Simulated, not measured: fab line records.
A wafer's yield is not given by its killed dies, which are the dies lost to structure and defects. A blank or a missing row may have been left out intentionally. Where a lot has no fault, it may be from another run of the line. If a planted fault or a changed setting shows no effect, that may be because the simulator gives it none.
Matching of chambers    flow sky130    SKY_VIA3_CMP_24 on cmp-02: 4 sister chambers
The step polishes, stops on SiO2, t overpolish 20 s, target thk 0 nm. 4 wafers are shown with their chamber, then 7 later ones without.

== WAFERS, EACH WITH ITS CHAMBER ==
wafer   chamber  motor-current-A (A)
L568.2  3        11.5
L574.3  1        9.7
L574.6  0        11.0
L577.5  2        11.0

== WAFERS WITHOUT THEIR CHAMBER ==
wafer   motor-current-A (A)
L577.6  10.3
L584.1  11.5
L584.4  11.5
L584.6  10.3
L585.2  10.7
L585.5  11.2
L585.6  11.7

== THE CHAMBER EACH PASSED THROUGH ==
wafer   from the rows above                in truth
L577.6  can't be placed: 1 or 0 or 2 or 3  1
L584.1  can't be placed: 3 or 0 or 2       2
L584.4  can't be placed: 3 or 0 or 2       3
L584.6  can't be placed: 1 or 0 or 2 or 3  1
L585.2  can't be placed: 0 or 2 or 3 or 1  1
L585.5  can't be placed: 0 or 2 or 3       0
L585.6  can't be placed: 3 or 0 or 2       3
Correct placement for 0 of the 7. Cannot be placed on the basis of these rows: 7; the candidates contain the true chamber in 7. Number placed wrongly: 0.
How it was worked out, from the rows above alone: a wafer's distance from a chamber is the root of the sum, over the readings, of the square of ((its reading less the chamber's mean) divided by the reading's scatter). If the next closest chamber is less than 2 further off than the closest, the wafer can't be placed; otherwise it belongs to the closest. For every chamber, the mean is computed from those of its wafers that are shown. The scatter: root of mean squared gap, hidden wafer to nearest shown wafer, with one shown wafer a chamber.
